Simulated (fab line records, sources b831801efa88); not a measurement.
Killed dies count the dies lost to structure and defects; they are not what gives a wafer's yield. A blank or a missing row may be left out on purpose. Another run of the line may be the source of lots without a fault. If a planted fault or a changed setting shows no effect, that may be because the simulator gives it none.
fab line records	flow sky130
[record] lots = 13	wafers = 36	last_day = 50
route steps=708 shown SD_P@328 SD_N@356 LI_CONTACT@364 PAD_OPEN@708
lots that met no fault: taken from a fault-free run of the same line
start_h: hours from the record's first day to the start of the lot's first wafer shown	wait_h: hours since the lot's step before	" as in the row above	L1.1+2: a row that stands for several wafers	- no value, or no start given	* or withheld: withheld	< > ~ a bound
route shown NAME@n: a module of which the file shows steps, and the number in the route of the first	usual: the fault-free wafers' mean and standard deviation	same: alike in all rows	chamber/n: place in a boat	sites: the reading at each site	_std_site: their standard deviation	_edge_site: outer sites' mean less inner sites'	radius_mm: how far each site lies from the wafer's centre	mask NAME#n: copy n	behind: the most recent tool/chamber to have shaped the wafer	hold: the reason the lot was held/the length of the hold in hours/how it ended	device: which transistor (n, p or np) failed to switch	end of line: tests run on the same wafers once the route is complete	where a step has no rows: the recipe by itself	killed: count of dies lost to structure and defects at first sort (not the wafer's yield)	map: a wafer's dies, x killed, . not, _ none there
set.NAME: setting as actually run; set.NAME@STEP: the setting as run at that earlier step	model.NAME: the simulator's own value behind a step, which no gauge read
the route's steps for a sample of lots (tables are steps, rows are wafers)
services: a tool's chamber out of use, with start hour (start_h, from the record's first day; less than 0 if before it), hours out, and reason
[[steps]]
[step SKY_SD_P_OVL_MEAS_08]
[usual] SD_P_OVL = -1.2/0.97
lot.wafer	tool	chamber	start_h	wait_h	SD_P_OVL[nm]
L456.2	overlay-01	-	582.78	0.1	-0.4
L456.3	"	-	"	"	-0.6
L456.6	"	-	"	"	-1.1
L455.1	overlay-02	-	582.96	0.1	-2.6
L455.5	"	-	"	"	-1.0
L455.6	"	-	"	"	-2.1
L457.1	overlay-01	-	627.03	0.1	-2.2
L457.4	"	-	"	"	-2.7
L457.5	"	-	"	"	-3.2
L458.1	overlay-01	-	628.27	0.1	-1.4
L458.2	"	-	"	"	-1.3
L458.4	"	-	"	"	-1.1
L459.1	overlay-02	-	712.02	0.1	-0.9
L459.2	"	-	"	"	-1.3
L459.4	"	-	"	"	-1.8
L460.1	overlay-01	-	714.21	0.1	-0.8
L460.2	"	-	"	"	-1.3
L460.6	"	-	"	"	-2.5
L461.2	overlay-01	-	715.57	0.1	-2.1
L461.3	"	-	"	"	-0.5
L461.4	"	-	"	"	-1.5
L462.1	overlay-01	-	716.53	0.1	-0.2
L462.3	"	-	"	"	0.0
L462.4	"	-	"	"	-1.4
L469.3	overlay-01	-	725.58	0.1	-1.6
L470.2	overlay-01	-	726.97	0.1	0.3
L470.5	"	-	"	"	-0.6
L474.2	overlay-01	-	739.53	0.1	-2.1
L474.5	"	-	"	"	-2.7
L474.6	"	-	"	"	-0.7
L477.2	overlay-02	-	753.82	0.1	-0.3
L477.4	"	-	"	"	0.0
L477.5	"	-	"	"	-1.1
L478.3	overlay-01	-	766.38	0.1	-3.6
L478.4	"	-	"	"	-2.6
L478.6	"	-	"	"	-1.3
[step SKY_SD_N_RTA_14]
[recipe] temp_c = 1075	time_s = 2	idle_temp_c = 650	ramp_up_c_per_s = 150	ramp_down_c_per_s = 90	ambient = N2
[usual] lamp_power_pct = 15.73/0.048	wafer_temp_C_max = 1078.0/1.3
lot.wafer	tool	chamber	start_h	wait_h	lamp_power_pct	wafer_temp_C_max
L456.2	rtp_anneal-01	0	640.93	0.0	15.80	1077.9
L456.3	"	0	"	"	15.70	1077.9
L456.6	"	0	"	"	15.74	1077.6
L455.1	rtp_anneal-02	0	641.96	0.0	15.79	1075.9
L455.5	"	0	"	"	15.61	1076.7
L455.6	"	0	"	"	15.79	1078.0
L457.1	rtp_anneal-01	0	684.01	0.0	15.74	1078.5
L457.4	"	0	"	"	15.64	1078.3
L457.5	"	0	"	"	15.65	1078.4
L458.1	rtp_anneal-02	0	685.46	0.0	15.63	1076.8
L458.2	"	0	"	"	15.70	1079.5
L458.4	"	0	"	"	15.70	1077.9
L459.1	rtp_anneal-01	0	767.86	0.0	15.65	1077.4
L459.2	"	0	"	"	15.76	1076.6
L459.4	"	0	"	"	15.73	1077.3
L460.1	rtp_anneal-02	0	769.92	0.0	15.78	1079.4
L460.2	"	0	"	"	15.67	1078.1
L460.6	"	0	"	"	15.74	1078.9
L461.2	rtp_anneal-01	0	770.87	0.0	15.72	1078.5
L461.3	"	0	"	"	15.69	1077.1
L461.4	"	0	"	"	15.72	1078.3
L462.1	rtp_anneal-02	0	772.74	0.0	15.66	1078.7
L462.3	"	0	"	"	15.71	1078.6
L462.4	"	0	"	"	15.70	1076.3
L469.3	rtp_anneal-02	0	780.49	0.0	15.71	1080.5
L470.2	rtp_anneal-02	0	781.52	0.0	15.72	1078.0
L470.5	"	0	"	"	15.63	1078.1
L474.2	rtp_anneal-02	0	793.42	0.0	15.78	1079.0
L474.5	"	0	"	"	15.77	1081.4
L474.6	"	0	"	"	15.74	1079.0
L477.2	rtp_anneal-01	0	807.73	0.0	15.76	1075.4
L477.4	"	0	"	"	15.67	1078.3
L477.5	"	0	"	"	15.75	1078.7
L478.3	rtp_anneal-02	0	820.82	0.0	15.79	1077.5
L478.4	"	0	"	"	15.75	1076.0
L478.6	"	0	"	"	15.66	1077.4
[step SKY_SD_N_RS_MEAS_16]
[recipe] thk_meas_gauge = four-point-probe
[usual] SD_N_RS = 68.58/0.12
lot.wafer	tool	chamber	start_h	wait_h	SD_N_RS[ohm/sq]
L456.2	film_metro-02	-	641.11	0.1	68.47
L456.3	"	-	"	"	68.47
L456.6	"	-	"	"	68.40
L455.1	film_metro-03	-	642.13	0.1	68.45
L455.5	"	-	"	"	68.51
L455.6	"	-	"	"	68.71
L457.1	film_metro-03	-	684.19	0.1	68.61
L457.4	"	-	"	"	68.46
L457.5	"	-	"	"	68.47
L458.1	film_metro-03	-	685.63	0.1	68.48
L458.2	"	-	"	"	68.66
L458.4	"	-	"	"	68.61
L459.1	film_metro-03	-	768.03	0.1	68.41
L459.2	"	-	"	"	68.60
L459.4	"	-	"	"	68.39
L460.1	film_metro-03	-	770.09	0.1	68.54
L460.2	"	-	"	"	68.60
L460.6	"	-	"	"	68.59
L461.2	film_metro-02	-	771.06	0.1	68.55
L461.3	"	-	"	"	68.73
L461.4	"	-	"	"	68.72
L462.1	film_metro-04	-	772.91	0.1	68.56
L462.3	"	-	"	"	68.54
L462.4	"	-	"	"	68.64
L469.3	film_metro-02	-	780.68	0.1	68.45
L470.2	film_metro-02	-	781.71	0.1	68.72
L470.5	"	-	"	"	68.85
L474.2	film_metro-03	-	793.61	0.1	68.50
L474.5	"	-	"	"	68.57
L474.6	"	-	"	"	68.59
L477.2	film_metro-03	-	807.92	0.1	68.45
L477.4	"	-	"	"	68.54
L477.5	"	-	"	"	68.68
L478.3	film_metro-04	-	821.02	0.1	68.64
L478.4	"	-	"	"	68.57
L478.6	"	-	"	"	68.77
[step SKY_LI_CONTACT_CMP_02]
[recipe] material = PSG	down_force_psi = 4	platen_rpm = 60	pad_velocity_m_s = 0.94248
[usual] motor_current_A = 11.8/1.1	time_to_endpoint_s = 32/3.9
lot.wafer	tool	chamber	start_h	wait_h	motor_current_A	time_to_endpoint_s
L456.3	cmp-01	3	641.68	0.1	11.6	35
L456.2	"	1	"	"	10.8	33
L456.6	"	2	"	"	14.2	33
L455.1	cmp-01	2	642.72	0.1	14.5	32
L455.5	"	1	"	"	11.1	32
L455.6	"	2	"	"	14.6	32
L457.1	cmp-01	0	684.79	0.1	13.5	29
L457.4	"	2	"	"	15.1	30
L457.5	"	0	"	"	13.0	28
L458.2	cmp-02	3	686.17	0.0	12.9	35
L458.4	"	0	"	"	10.9	41
L458.1	"	2	"	"	11.8	32
L459.1	cmp-02	0	768.57	0.1	10.0	34
L459.4	"	1	"	"	10.9	24
L459.2	"	2	"	"	11.9	25
L460.2	cmp-02	0	770.68	0.1	10.7	35
L460.1	"	1	"	"	11.3	30
L460.6	"	0	"	"	11.0	37
L461.4	cmp-01	0	771.58	0.0	12.9	30
L461.3	"	1	"	"	10.8	32
L461.2	"	2	"	"	14.8	33
L462.1	cmp-02	3	773.52	0.1	12.3	32
L462.4	"	1	"	"	11.2	25
L462.3	"	2	"	"	11.4	27
L469.3	cmp-02	1	781.18	0.0	11.2	15
L470.2	cmp-02	1	782.32	0.1	11.4	16
L470.5	"	0	"	"	10.9	36
L474.2	cmp-01	3	794.28	0.2	11.7	32
L474.6	"	0	"	"	13.1	29
L474.5	"	1	"	"	11.0	35
L477.2	cmp-01	0	808.44	0.0	12.4	34
L477.4	"	2	"	"	13.6	29
L477.5	"	0	"	"	13.7	33
L478.4	cmp-01	2	821.62	0.1	13.6	31
L478.3	"	3	"	"	11.6	27
L478.6	"	0	"	"	12.5	29
[step SKY_PAD_OPEN_PROBE_99]
[usual] killed_at_M0_to_M3 = 42/7.3	killed_at_M4_up = 3.4/2	killed_at_contacts = 24/5.8	killed_at_front_end = 15/4.6	killed_at_other = 0.3/0.62	killed_dies = 84/9.8	killed_open = 47/6.9	killed_short = 38/6.3
[same] gross_dies = 492	killed_at_back_side = 0
lot.wafer	tool	chamber	start_h	wait_h	killed_at_M0_to_M3	killed_at_M4_up	killed_at_contacts	killed_at_front_end	killed_at_other	killed_dies	killed_open	killed_short
L456.2	prober-02	-	1064.25	0.1	57	1	24	9	1	92	53	39
L456.3	prober-02	-	1064.30	0.2	43	3	16	18	1	81	40	41
L456.6	prober-02	-	1064.45	0.2	37	3	26	10	0	76	41	35
L455.1	prober-01	-	1067.76	0.1	34	2	19	21	0	76	39	37
L455.5	prober-01	-	1067.96	0.2	51	4	33	16	0	104	48	56
L455.6	prober-01	-	1068.01	0.2	34	3	15	14	0	66	32	34
L457.1	prober-02	-	1098.91	0.1	42	0	22	17	0	81	43	38
L457.4	prober-02	-	1099.06	0.2	43	2	30	13	1	89	52	37
L457.5	prober-02	-	1099.11	0.2	44	3	20	16	0	83	48	35
L458.1	prober-01	-	1102.26	0.1	56	3	29	17	0	105	59	46
L458.2	prober-01	-	1102.31	0.1	46	7	25	9	0	87	53	34
L458.4	prober-01	-	1102.41	0.2	33	1	22	15	0	71	34	37
L459.1	prober-02	-	1165.20	0.1	45	4	24	14	0	87	52	35
L459.2	prober-02	-	1165.25	0.1	44	3	12	21	0	80	46	34
L459.4	prober-02	-	1165.35	0.2	40	0	19	14	0	73	42	31
L461.2	prober-01	-	1165.92	0.1	36	1	25	12	0	74	41	33
L461.3	prober-01	-	1165.97	0.2	40	6	26	19	1	92	48	44
L461.4	prober-01	-	1166.02	0.2	46	4	32	13	0	95	55	40
L460.1	prober-02	-	1166.70	0.1	28	3	37	14	3	85	49	36
L460.2	prober-02	-	1166.75	0.1	38	8	20	12	0	78	45	33
L460.6	prober-02	-	1166.95	0.2	38	2	22	12	0	74	46	28
L462.1	prober-02	-	1168.20	0.1	33	3	21	10	0	67	35	32
L462.3	prober-02	-	1168.30	0.2	29	4	19	17	0	69	36	33
L462.4	prober-02	-	1168.35	0.2	36	2	17	27	0	82	40	42
L469.3	prober-02	-	1171.30	0.2	41	0	29	8	0	78	51	27
L470.2	prober-02	-	1175.96	0.1	36	4	23	16	0	79	50	29
L470.5	prober-02	-	1176.11	0.2	41	5	27	8	0	81	41	40
L474.2	prober-02	-	1180.48	0.1	45	6	19	17	0	87	52	35
L474.5	prober-02	-	1180.63	0.2	54	6	23	2	0	85	47	38
L474.6	prober-02	-	1180.68	0.2	26	4	28	14	0	72	39	33
L477.2	prober-01	-	1189.06	0.1	43	3	22	13	0	81	45	36
L477.4	prober-01	-	1189.16	0.2	40	5	18	17	0	80	46	34
L477.5	prober-01	-	1189.21	0.2	47	2	27	19	2	97	61	36
L478.3	prober-02	-	1199.36	0.2	38	3	33	17	0	91	47	44
L478.4	prober-02	-	1199.41	0.2	42	4	24	11	0	81	42	39
L478.6	prober-02	-	1199.51	0.2	37	2	28	11	0	78	45	33
// killed by level:class
L456.2 VIA3:geometric_particle:open=13 METAL1:geometric_particle:short=11 LI_CONTACT:geometric_particle:open=10 VIA1:geometric_particle:open=8 VIA2:geometric_particle:open=8 CONTACT:geometric_particle:short=5 LI_CONTACT:geometric_particle:short=4 METAL2:geometric_particle:short=4
L456.3 VIA1:geometric_particle:open=8 VIA3:geometric_particle:open=8 FIELD_ISO:geometric_particle:short=7 METAL2:geometric_particle:short=7 VIA2:geometric_particle:open=5 SPACER:geometric_particle:open=4 CONTACT:geometric_particle:short=4 VIA3:geometric_particle:short=4
L456.6 CONTACT:geometric_particle:open=10 LI_CONTACT:geometric_particle:open=7 METAL2:geometric_particle:short=7 VIA1:geometric_particle:open=7 VIA2:geometric_particle:open=6 FIELD_ISO:geometric_particle:short=4 VIA3:geometric_particle:open=4 VIA3:geometric_particle:short=4
L455.1 FIELD_ISO:geometric_particle:short=9 FIELD_ISO:geometric_particle:open=7 METAL1:geometric_particle:short=7 VIA1:geometric_particle:open=7 LI_CONTACT:geometric_particle:short=5 CONTACT:geometric_particle:open=5 VIA2:geometric_particle:open=5 LI_CONTACT:geometric_particle:open=4
L455.5 VIA3:geometric_particle:open=10 METAL1:geometric_particle:short=10 CONTACT:geometric_particle:open=9 VIA1:geometric_particle:open=8 METAL2:geometric_particle:short=8 LI_CONTACT:geometric_particle:open=7 LI_CONTACT:geometric_particle:short=7 POLY_GATE:geometric_particle:short=6
L455.6 VIA1:geometric_particle:open=7 POLY_GATE:geometric_particle:short=5 VIA2:geometric_particle:open=5 METAL2:geometric_particle:short=5 FIELD_ISO:geometric_particle:open=4 LOCAL_INTERCONNECT:geometric_particle:short=4 LI_CONTACT:geometric_particle:short=3 LI_CONTACT:geometric_particle:open=3
L457.1 VIA1:geometric_particle:open=10 METAL2:geometric_particle:short=9 CONTACT:geometric_particle:open=8 METAL1:geometric_particle:short=8 FIELD_ISO:geometric_particle:open=6 LI_CONTACT:geometric_particle:open=6 VIA3:geometric_particle:short=4 FIELD_ISO:geometric_particle:short=3
L457.4 CONTACT:geometric_particle:open=13 VIA1:geometric_particle:open=12 METAL2:geometric_particle:short=8 CONTACT:geometric_particle:short=7 VIA2:geometric_particle:open=6 LI_CONTACT:geometric_particle:open=5 POLY_GATE:geometric_particle:open=4 METAL1:geometric_particle:short=4
L457.5 LI_CONTACT:geometric_particle:open=10 FIELD_ISO:geometric_particle:open=9 VIA1:geometric_particle:open=9 CONTACT:geometric_particle:open=6 VIA2:geometric_particle:open=6 METAL1:geometric_particle:short=6 METAL2:geometric_particle:short=6 VIA2:geometric_particle:short=4
L458.1 CONTACT:geometric_particle:open=15 METAL1:geometric_particle:short=11 VIA1:geometric_particle:open=11 VIA2:geometric_particle:open=9 LI_CONTACT:geometric_particle:open=7 FIELD_ISO:geometric_particle:short=6 METAL2:geometric_particle:short=6 VIA3:geometric_particle:open=5
L458.2 VIA1:geometric_particle:open=13 CONTACT:geometric_particle:open=12 VIA3:geometric_particle:open=8 LI_CONTACT:geometric_particle:open=7 METAL4:geometric_particle:short=6 METAL1:geometric_particle:short=5 METAL3:geometric_particle:short=5 VIA2:geometric_particle:open=4
L458.4 CONTACT:geometric_particle:open=10 METAL1:geometric_particle:short=8 FIELD_ISO:geometric_particle:short=6 VIA1:geometric_particle:open=6 POLY_GATE:geometric_particle:short=4 LI_CONTACT:geometric_particle:open=4 VIA3:geometric_particle:open=4 LOCAL_INTERCONNECT:geometric_particle:short=3
L459.1 VIA1:geometric_particle:open=10 CONTACT:geometric_particle:open=8 METAL1:geometric_particle:short=8 VIA3:geometric_particle:open=7 LI_CONTACT:geometric_particle:open=6 VIA2:geometric_particle:open=6 FIELD_ISO:geometric_particle:open=5 VIA1:geometric_particle:short=5
L459.2 VIA1:geometric_particle:open=14 FIELD_ISO:geometric_particle:short=7 METAL3:geometric_particle:short=7 CONTACT:geometric_particle:open=6 VIA2:geometric_particle:open=6 VIA3:geometric_particle:open=5 POLY_GATE:geometric_particle:open=4 FIELD_ISO:geometric_particle:open=3
L459.4 CONTACT:geometric_particle:open=10 VIA3:geometric_particle:open=9 VIA3:geometric_particle:short=8 VIA1:geometric_particle:open=8 POLY_GATE:geometric_particle:open=5 VIA2:geometric_particle:open=5 METAL1:geometric_particle:short=4 CONTACT:geometric_particle:short=4
L461.2 VIA1:geometric_particle:open=14 CONTACT:geometric_particle:open=6 LI_CONTACT:geometric_particle:open=6 METAL2:geometric_particle:short=6 CONTACT:geometric_particle:short=5 FIELD_ISO:geometric_particle:open=4 FIELD_ISO:geometric_particle:short=3 METAL1:geometric_particle:short=3
L461.3 CONTACT:geometric_particle:open=10 VIA1:geometric_particle:open=9 LI_CONTACT:geometric_particle:open=6 METAL1:geometric_particle:short=6 VIA1:geometric_particle:short=6 CONTACT:geometric_particle:short=5 FIELD_ISO:geometric_particle:short=4 POLY_GATE:geometric_particle:short=4
L461.4 VIA1:geometric_particle:open=11 CONTACT:geometric_particle:short=11 VIA3:geometric_particle:open=9 CONTACT:geometric_particle:open=7 LI_CONTACT:geometric_particle:open=6 VIA2:geometric_particle:open=5 FIELD_ISO:geometric_particle:open=4 POLY_GATE:geometric_particle:short=4
L460.1 LI_CONTACT:geometric_particle:open=13 CONTACT:geometric_particle:open=8 LOCAL_INTERCONNECT:geometric_particle:short=6 CONTACT:geometric_particle:short=6 VIA1:geometric_particle:open=6 POLY_GATE:geometric_particle:short=5 VIA3:geometric_particle:open=5 FIELD_ISO:geometric_particle:open=4
L460.2 VIA2:geometric_particle:open=10 VIA1:geometric_particle:open=9 METAL4:geometric_particle:short=8 LI_CONTACT:geometric_particle:open=6 CONTACT:geometric_particle:open=6 VIA3:geometric_particle:open=4 FIELD_ISO:geometric_particle:open=3 FIELD_ISO:geometric_particle:short=3
L460.6 CONTACT:geometric_particle:open=10 VIA3:geometric_particle:open=8 VIA1:geometric_particle:open=7 VIA2:geometric_particle:open=6 LI_CONTACT:geometric_particle:open=5 POLY_GATE:geometric_particle:short=4 METAL1:geometric_particle:short=4 VIA2:geometric_particle:short=4
L462.1 METAL2:geometric_particle:short=7 CONTACT:geometric_particle:open=6 VIA1:geometric_particle:open=6 LI_CONTACT:geometric_particle:open=5 VIA2:geometric_particle:open=4 METAL3:geometric_particle:short=4 VIA3:geometric_particle:open=4 FIELD_ISO:geometric_particle:short=3
L462.3 VIA1:geometric_particle:open=8 POLY_GATE:geometric_particle:short=6 CONTACT:geometric_particle:open=6 LOCAL_INTERCONNECT:geometric_particle:short=5 POLY_GATE:geometric_particle:open=4 VIA2:geometric_particle:open=4 LI_CONTACT:geometric_particle:open=3 VIA3:geometric_particle:open=3
L462.4 POLY_GATE:geometric_particle:short=9 METAL1:geometric_particle:short=9 CONTACT:geometric_particle:open=8 VIA3:geometric_particle:open=8 VIA2:geometric_particle:open=5 FIELD_ISO:geometric_particle:short=4 FIELD_ISO:geometric_particle:open=4 POLY_GATE:geometric_particle:open=4
L469.3 VIA1:geometric_particle:open=17 CONTACT:geometric_particle:open=12 LI_CONTACT:geometric_particle:open=9 VIA2:geometric_particle:open=5 FIELD_ISO:geometric_particle:short=4 VIA3:geometric_particle:open=4 VIA3:geometric_particle:short=4 LOCAL_INTERCONNECT:geometric_particle:short=3
L470.2 VIA1:geometric_particle:open=11 CONTACT:geometric_particle:open=9 VIA2:geometric_particle:open=8 FIELD_ISO:geometric_particle:open=6 METAL2:geometric_particle:short=6 LI_CONTACT:geometric_particle:open=5 VIA1:geometric_particle:short=5 POLY_GATE:geometric_particle:open=4
L470.5 CONTACT:geometric_particle:open=11 VIA3:geometric_particle:open=11 LOCAL_INTERCONNECT:geometric_particle:short=8 CONTACT:geometric_particle:short=6 VIA1:geometric_particle:open=6 VIA2:geometric_particle:open=6 FIELD_ISO:geometric_particle:short=4 METAL1:geometric_particle:short=4
L474.2 VIA1:geometric_particle:open=15 CONTACT:geometric_particle:open=9 METAL1:geometric_particle:short=7 POLY_GATE:geometric_particle:short=6 LI_CONTACT:geometric_particle:open=6 VIA2:geometric_particle:open=6 POLY_GATE:geometric_particle:open=5 VIA1:geometric_particle:short=5
L474.5 VIA1:geometric_particle:short=13 VIA1:geometric_particle:open=12 VIA3:geometric_particle:open=12 LOCAL_INTERCONNECT:geometric_particle:short=9 LI_CONTACT:geometric_particle:open=6 CONTACT:geometric_particle:open=6 VIA2:geometric_particle:open=6 METAL4:geometric_particle:short=4
L474.6 VIA1:geometric_particle:open=8 CONTACT:geometric_particle:open=8 LI_CONTACT:geometric_particle:open=6 LOCAL_INTERCONNECT:geometric_particle:short=6 CONTACT:geometric_particle:short=5 POLY_GATE:geometric_particle:open=4 POLY_GATE:geometric_particle:short=4 VIA3:geometric_particle:open=4
L477.2 VIA2:geometric_particle:open=10 VIA1:geometric_particle:open=8 FIELD_ISO:geometric_particle:open=6 LI_CONTACT:geometric_particle:open=6 LOCAL_INTERCONNECT:geometric_particle:short=5 CONTACT:geometric_particle:open=5 VIA3:geometric_particle:open=5 POLY_GATE:geometric_particle:short=4
L477.4 VIA1:geometric_particle:open=13 METAL2:geometric_particle:short=7 FIELD_ISO:geometric_particle:open=6 POLY_GATE:geometric_particle:open=5 CONTACT:geometric_particle:open=5 VIA3:geometric_particle:open=5 LI_CONTACT:geometric_particle:open=4 VIA1:geometric_particle:short=4
L477.5 CONTACT:geometric_particle:open=13 VIA2:geometric_particle:open=10 LI_CONTACT:geometric_particle:open=9 VIA3:geometric_particle:open=8 FIELD_ISO:geometric_particle:short=6 FIELD_ISO:geometric_particle:open=6 VIA1:geometric_particle:open=6 METAL2:geometric_particle:short=5
L478.3 CONTACT:geometric_particle:open=12 VIA1:geometric_particle:open=9 LI_CONTACT:geometric_particle:open=8 VIA1:geometric_particle:short=6 CONTACT:geometric_particle:short=6 VIA3:geometric_particle:open=6 FIELD_ISO:geometric_particle:short=4 VIA2:geometric_particle:short=4
L478.4 VIA1:geometric_particle:open=11 LI_CONTACT:geometric_particle:open=6 CONTACT:geometric_particle:short=6 VIA3:geometric_particle:open=6 LI_CONTACT:geometric_particle:short=5 VIA2:geometric_particle:open=5 CONTACT:geometric_particle:open=5 METAL1:geometric_particle:short=5
L478.6 CONTACT:geometric_particle:open=11 LI_CONTACT:geometric_particle:open=8 METAL2:geometric_particle:short=7 METAL1:geometric_particle:short=7 VIA2:geometric_particle:open=7 VIA1:geometric_particle:open=6 VIA3:geometric_particle:open=4 POLY_GATE:geometric_particle:short=3
[[services]]
tool	chamber	start_h	hours	kind
cmp-01	-	621.75	1.2	repair
cmp-01	-	624.68	0.2	repair
cmp-02	-	639.81	5.9	pm
cmp-02	-	744.04	4.0	pm
cmp-02	-	748.04	-	consumable_replace:conditioner
cmp-02	-	748.04	-	consumable_replace:pad
cmp-02	-	771.87	0.7	repair
cmp-01	-	781.09	6.2	pm
cmp-01	-	797.86	0.8	repair
[[key]]
[first_sign] step = SKY_LI_CONTACT_CMP_02	reading = time_to_endpoint_s	direction = down	sigmas = 4.1	usual = *	struck = *
effect none on later readings
met_at SKY_LI_CONTACT_CMP_02
struck_lots L469,L470
struck_wafers L469.3,L470.2
tester_left_out L469,L470
not_acting_at SKY_SD_P_OVL_MEAS_08,SKY_SD_N_RTA_14,SKY_SD_N_RS_MEAS_16
onset_between 773.52 781.18
[fault] kind = process_parameter_drift	tool = cmp-02	chamber = -	onset_h = 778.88	steps = SKY_LI_CONTACT_CMP_02	channel = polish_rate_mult	offset = 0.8	shape = step	end_h = 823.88	scope = struck_wafers_only
// tester_left_out: of these lots the tester's yield and bins aren't shown, on N5 and GAA mostly nor the transistor test; their killed dies are dies lost to structure and defects alone, not to doping, threshold or leakage, so they don't give the yield
